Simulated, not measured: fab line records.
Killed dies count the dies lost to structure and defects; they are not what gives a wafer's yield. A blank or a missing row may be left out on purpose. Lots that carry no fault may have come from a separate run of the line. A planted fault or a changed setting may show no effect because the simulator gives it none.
Which of the tools did it? ; flow gf180mcu ; 12 lots, 34 wafers sampled, at 7 steps of a route of 602

## WHAT THE GAUGES SHOWED, per wafer
GF_CONTACT_RS_MEAS_25: the measuring method here is four-point-probe.
lot;measured;on;CONTACT_W_RS (ohm/sq)
L594;day 17 04:13;film metro-04;0.374 0.382 0.385
L595;day 17 13:24;film metro-04;0.377 0.378 0.382
L598;day 19 08:01;film metro-01;1.087 0.390
L599;day 19 09:28;film metro-04;0.374 1.079 0.377
L601;day 20 02:56;film metro-03;1.140 0.375
L607;day 22 01:11;film metro-04;0.382 0.378 0.385
L608;day 22 07:03;film metro-03;0.374 0.386 0.384
L609;day 22 14:25;film metro-03;0.379 0.390 0.387
L610;day 22 22:37;film metro-01;0.376 0.374 0.373
L611;day 23 03:39;film metro-01;0.375 0.381 0.379
L613;day 23 22:13;film metro-04;0.377 0.388 0.384
L614;day 24 05:22;film metro-01;0.373 0.383 0.379

GF_CONTACT_THK_MEAS_26: measures by xrf.
lot;measured;on;CONTACT_W_THK (nm)
L594;day 17 04:19;film metro-04;301 296 293
L595;day 17 13:31;film metro-04;298 298 297
L598;day 19 08:07;film metro-01;107 290
L599;day 19 09:35;film metro-04;301 107 296
L601;day 20 03:03;film metro-03;102 304
L607;day 22 01:18;film metro-04;292 295 288
L608;day 22 07:10;film metro-03;307 296 297
L609;day 22 14:32;film metro-03;302 294 296
L610;day 22 22:44;film metro-01;298 302 300
L611;day 23 03:46;film metro-01;303 296 299
L613;day 23 22:20;film metro-04;297 287 290
L614;day 24 05:29;film metro-01;302 293 297

GF_V5_OVL_MEAS_15.
lot;measured;on;V5_OVL (nm)
L594;day 28 04:28;overlay-02;2 -2 0
L595;day 28 13:18;overlay-01;-6 -3 0
L598;day 29 21:37;overlay-02;-3 -1
L599;day 30 00:45;overlay-01;-11 0 -13
L601;day 30 14:27;overlay-02;-1 2
L607;day 32 00:52;overlay-02;-8 -9 2
L608;day 32 06:21;overlay-02;-1 1 -2
L609;day 32 09:21;overlay-01;-2 -9 1
L610;day 32 17:31;overlay-01;-5 0 -10
L611;day 32 21:25;overlay-01;-15 -16 -14
L613;day 33 09:42;overlay-01;-4 -2 -6
L614;day 33 14:57;overlay-01;-1 -9 2

## WHICH TOOL RAN EACH LOT (tool, then ch and the chambers of the sampled wafers, then the start)
lot;GF_CONTACT_CVD_24;GF_CONTACT_CMP_27;GF_M2_METAL_ETCH_16;GF_V2_CVD_02
L594;cvd w-01 ch 0,1, day 17 04:06;cmp-01 ch 0,1,2, day 17 04:30;rie metal-04 ch 0, day 20 08:41;pecvd-03 ch 0,2, day 20 09:32
L595;cvd w-02 ch 1, day 17 13:17;cmp-01 ch 0,1,3, day 17 13:40;rie metal-02 ch 0,1, day 20 17:59;pecvd-02 ch 0,1,2, day 20 18:47
L598;cvd w-02 ch 0,1, day 19 07:55;cmp-01 ch 0,3, day 19 08:09;rie metal-01 ch 0,1, day 22 12:16;pecvd-01 ch 2, day 22 13:02
L599;cvd w-02 ch 1, day 19 09:22;cmp-01 ch 0,1,2, day 19 09:38;rie metal-02 ch 0, day 22 14:14;pecvd-02 ch 0,2, day 22 15:10
L601;cvd w-02 ch 0,1, day 20 02:49;cmp-02 ch 0,1, day 20 03:12;rie metal-04 ch 0,1, day 23 06:08;pecvd-03 ch 0,2, day 23 06:56
L607;cvd w-01 ch 0,1, day 22 01:04;cmp-02 ch 0,2,3, day 22 01:27;rie metal-02 ch 0, day 25 00:44;pecvd-01 ch 0,2, day 25 01:38
L608;cvd w-01 ch 0,1, day 22 06:57;cmp-02 ch 0,1,3, day 22 07:17;rie metal-01 ch 1, day 25 06:59;pecvd-01 ch 1,2, day 25 07:53
L609;cvd w-02 ch 0,1, day 22 14:19;cmp-01 ch 0,1,3, day 22 14:35;rie metal-04 ch 0,1, day 25 12:50;pecvd-01 ch 0,2, day 25 13:40
L610;cvd w-02 ch 1, day 22 22:30;cmp-01 ch 0,1, day 22 22:47;rie metal-04 ch 0, day 25 21:38;pecvd-02 ch 0,1, day 25 22:33
L611;cvd w-02 ch 0,1, day 23 03:32;cmp-01 ch 0,2,3, day 23 03:58;rie metal-01 ch 0,1, day 26 00:50;pecvd-03 ch 0,1,2, day 26 01:38
L613;cvd w-02 ch 0,1, day 23 22:07;cmp-01 ch 0,2,3, day 23 22:23;rie metal-01 ch 0,1, day 26 18:59;pecvd-03 ch 0,1,2, day 26 20:13
L614;cvd w-02 ch 0,1, day 24 05:16;cmp-01 ch 0,1,2, day 24 05:36;rie metal-04 ch 1, day 27 01:53;pecvd-02 ch 0,1,2, day 27 02:49
- GF_CONTACT_CVD_24: deposits W, target thk 300 nm, time 90.339 s.
- GF_CONTACT_CMP_27: polishes, stops on SiO2, t overpolish 15 s, target thk 0 nm.
- GF_M2_METAL_ETCH_16: etches the open film in Cl2/BCl3, stops on SiO2, target depth 750.8 nm, time 125.1 s.
- GF_V2_CVD_02: deposits SiO2 from TEOS, target thk 850 nm, time 94.851 s.

## WHAT THE TOOLS THEMSELVES READ (means of the sampled wafers that have a number; where no wafer has one, the mark that the record gives instead)
GF_CONTACT_CVD_24.
lot;tool;heater power w (W)
L594;cvd w-01;734
L595;cvd w-02;1044
L598;cvd w-02;954
L599;cvd w-02;1054
L601;cvd w-02;951
L607;cvd w-01;742
L608;cvd w-01;727
L609;cvd w-02;916
L610;cvd w-02;1060
L611;cvd w-02;994
L613;cvd w-02;918
L614;cvd w-02;912

GF_CONTACT_CMP_27.
lot;tool;motor current A (A);slurry filter dp kPa (kPa);time to endpoint s (s)
L594;cmp-01;11.0;13.44;75
L595;cmp-01;10.7;13.42;78
L598;cmp-01;11.4;13.38;48
L599;cmp-01;10.6;13.58;55
L601;cmp-02;10.4;13.36;54
L607;cmp-02;10.2;13.50;77
L608;cmp-02;10.2;13.56;76
L609;cmp-01;10.8;13.52;73
L610;cmp-01;10.6;13.50;73
L611;cmp-01;11.3;13.62;71
L613;cmp-01;11.5;13.54;74
L614;cmp-01;11.0;13.66;69

GF_M2_METAL_ETCH_16.
lot;tool;drypump motor current A (A);oes product au (a.u.);throttle valve pct (%)
L594;rie metal-04;6.10;0.988;28.234
L595;rie metal-02;6.09;0.992;28.231
L598;rie metal-01;5.75;1.000;28.218
L599;rie metal-02;5.89;0.987;28.229
L601;rie metal-04;5.73;0.986;28.245
L607;rie metal-02;5.90;0.996;28.221
L608;rie metal-01;5.83;0.990;28.226
L609;rie metal-04;5.59;0.984;28.246
L610;rie metal-04;6.13;0.994;28.235
L611;rie metal-01;5.78;0.994;28.230
L613;rie metal-01;5.77;0.996;28.232
L614;rie metal-04;5.32;0.978;28.244

GF_V2_CVD_02.
lot;tool;heater power w (W)
L594;pecvd-03;677
L595;pecvd-02;668
L598;pecvd-01;726
L599;pecvd-02;654
L601;pecvd-03;661
L607;pecvd-01;680
L608;pecvd-01;703
L609;pecvd-01;691
L610;pecvd-02;659
L611;pecvd-03;690
L613;pecvd-03;680
L614;pecvd-02;630

## THE ANSWER, worked out from the rows above alone
Rule: the usual values come from the lots themselves. The widest of any qualifying gaps counts: lots, ordered by their means at a reading, are off when they make up no more than a third of the lots, leave a main group of 4 or more, and stand apart from it by 3 or more times the standard deviation of that group's means. Not used: any main group whose means are identical at the precision the tables above print for the reading. A lot without any number at a reading at which 4 lots or more have one is off too. Any other lot the step has rows for is counted as sound. The gauges are gone through in route order, then the tools' own readings, and for those a lot's mean is taken as printed above. The first step at which some lot is off is used, and at that step the reading that is off furthest; a lot without a number counts as furthest.
Off: L598, L599, L601, at GF_CONTACT_RS_MEAS_25 (CONTACT_W_RS). The main group has a mean of 0.380 ohm/sq with a standard deviation of 0.003.
A tool fits if, at a process step before that reading, it ran every lot that is off, and no sound lot after the first of them. Not tried: the gauges at GF_CONTACT_RS_MEAS_25; whatever is off there is also off at GF_CONTACT_CMP_27, on other tools, and gauge error can't account for it. No candidate that was tried fits.

## WHAT HAD BEEN PUT IN BY THE SIMULATOR
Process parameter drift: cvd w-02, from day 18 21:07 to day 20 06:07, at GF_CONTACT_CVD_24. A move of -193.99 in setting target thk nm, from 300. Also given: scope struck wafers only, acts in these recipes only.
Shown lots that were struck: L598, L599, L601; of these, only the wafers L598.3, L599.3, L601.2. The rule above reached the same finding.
